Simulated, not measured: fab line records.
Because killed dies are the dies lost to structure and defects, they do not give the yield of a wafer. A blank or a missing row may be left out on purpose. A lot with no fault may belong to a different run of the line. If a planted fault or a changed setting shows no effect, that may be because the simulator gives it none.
A single fault, viewed from 2 desks + flow gf180mcu + only its own numbers are on each desk; what lay behind them is given at the end

DESK OF THE TOOL OWNER: rie_diel-04
The tool's own readings at GF_M5_ETCH_09 (etches Si3N4 in CF4/O2, target depth 52 nm, time 11.6 s): means of the sampled wafers that have a number, for each lot that ran on this tool. If a lot's mean is further than 4 standard deviations from the usual mean, the lot is out of limits and carries the mark OUT (the distance appears in the brackets).
Columns: A = drypump_motor_current_A at GF_M5_ETCH_09, usual 5.76 A; B = oes_product_au at GF_M5_ETCH_09, usual 0.995 a.u.; C = rf_fwd_power_W at GF_M5_ETCH_09, usual 784 W; D = throttle_valve_pct at GF_M5_ETCH_09, usual 5.969 %
| lot  | first seen here | A    | B                | C             | D     |
|------|-----------------|------|------------------|---------------|-------|
| L111 | day 28 08:59    | 5.79 | 0.903 (-9.4) OUT | 659 (-30) OUT | 5.938 |
| L112 | day 28 11:08    | 5.79 | 0.894 (-10) OUT  | 659 (-30) OUT | 5.953 |
| L127 | day 32 13:20    | 5.97 | 0.989            | 786           | 5.965 |
Finding of this desk: L111, L112 out of limits; the first was L111 at day 28 08:59, on oes_product_au at GF_M5_ETCH_09. Within limits: L127.

METROLOGY DESK
Lot by lot, what the gauges showed, no matter which tool ran the lot: averages of those sampled wafers that carry a number. If a lot's mean is further than 4 standard deviations from the usual mean, the lot is out of limits and carries the mark OUT (the distance appears in the brackets).
Columns: A = cd_nm at GF_M5_CD_MEAS_07, usual 280.4 nm; B = M5_OVL at GF_M5_OVL_MEAS_08, usual 1 nm
| lot  | first seen here | A     | B  |
|------|-----------------|-------|----|
| L111 | day 28 08:49    | 280.7 | 0  |
| L112 | day 28 11:01    | 280.2 | 2  |
| L121 | day 31 02:14    | 280.8 | 6  |
| L124 | day 32 01:14    | 282.1 | 4  |
| L125 | day 32 02:38    | 278.8 | 7  |
| L127 | day 32 13:14    | 279.0 | -3 |
Finding of this desk: none of the 6 lots has anything out of limits.

BROUGHT TOGETHER
The tool owner's desk had the chance to raise an alarm at day 28 08:59 on L111, L112.
Metrology desk: nothing out of limits seen.
The metrology desk holds a record of L111, L112, inside its limits.
On rie_diel-04, each named lot ran GF_M5_ETCH_09.

WHAT THE SIMULATOR HAD INSERTED
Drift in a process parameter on rie_diel-04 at GF_M5_ETCH_09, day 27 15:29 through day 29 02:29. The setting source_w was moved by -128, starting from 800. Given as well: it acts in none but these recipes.
Shown lots that were struck: L111, L112.
Hours from the fault's start to each desk's first reading out of limits: the tool owner's desk, 18.
